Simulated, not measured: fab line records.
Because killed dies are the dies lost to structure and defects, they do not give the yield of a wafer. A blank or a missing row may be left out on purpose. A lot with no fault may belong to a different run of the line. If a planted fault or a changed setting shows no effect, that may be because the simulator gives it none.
Matching of chambers | flow sky130 | 4 sister chambers for SKY_VIA3_ETCH_15 on rieDiel-02
The step etches SiO2 in C4F8/O2/Ar, stops on TiN, target depth 507 nm, time 78 s. 4 wafers are shown with their chamber, then 8 later ones without.

WAFERS PAIRED WITH THEIR CHAMBERS
wafer  | chamber | oesProductAu (a.u.)
L085.1 | 1       | 0.946
L088.1 | 0       | 0.956
L088.5 | 3       | 0.937
L090.1 | 2       | 0.957

WAFERS WITHOUT THEIR CHAMBER
wafer  | oesProductAu (a.u.)
L090.2 | 0.952
L090.6 | 0.948
L097.1 | 0.947
L097.2 | 0.945
L097.3 | 0.950
L097.4 | 0.948
L097.5 | 0.941
L097.6 | 0.944

CHAMBER TAKEN BY EACH
wafer  | from the rows above          | in truth
L090.2 | can't be placed: 0 or 2 or 1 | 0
L090.6 | 1                            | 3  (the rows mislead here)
L097.1 | 1                            | 1
L097.2 | 1                            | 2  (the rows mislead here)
L097.3 | can't be placed: 1 or 0 or 2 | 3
L097.4 | 1                            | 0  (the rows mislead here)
L097.5 | can't be placed: 3 or 1      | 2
L097.6 | can't be placed: 1 or 3      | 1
Placed correctly: 1 of 8. These rows do not allow placing 4 (true chamber among the candidates in 2). Wrongly placed: 3.
How it was worked out, from the rows above alone: a wafer's distance from a chamber is the root of the sum, over the readings, of the square of ((its reading less the chamber's mean) divided by the reading's scatter). If the next closest chamber is less than 2 further off than the closest, the wafer can't be placed; otherwise it belongs to the closest. For every chamber, the mean is computed from those of its wafers that are shown. The scatter: with one shown wafer a chamber, the root of the mean of the squares of how far each hidden wafer lies from its nearest shown one.
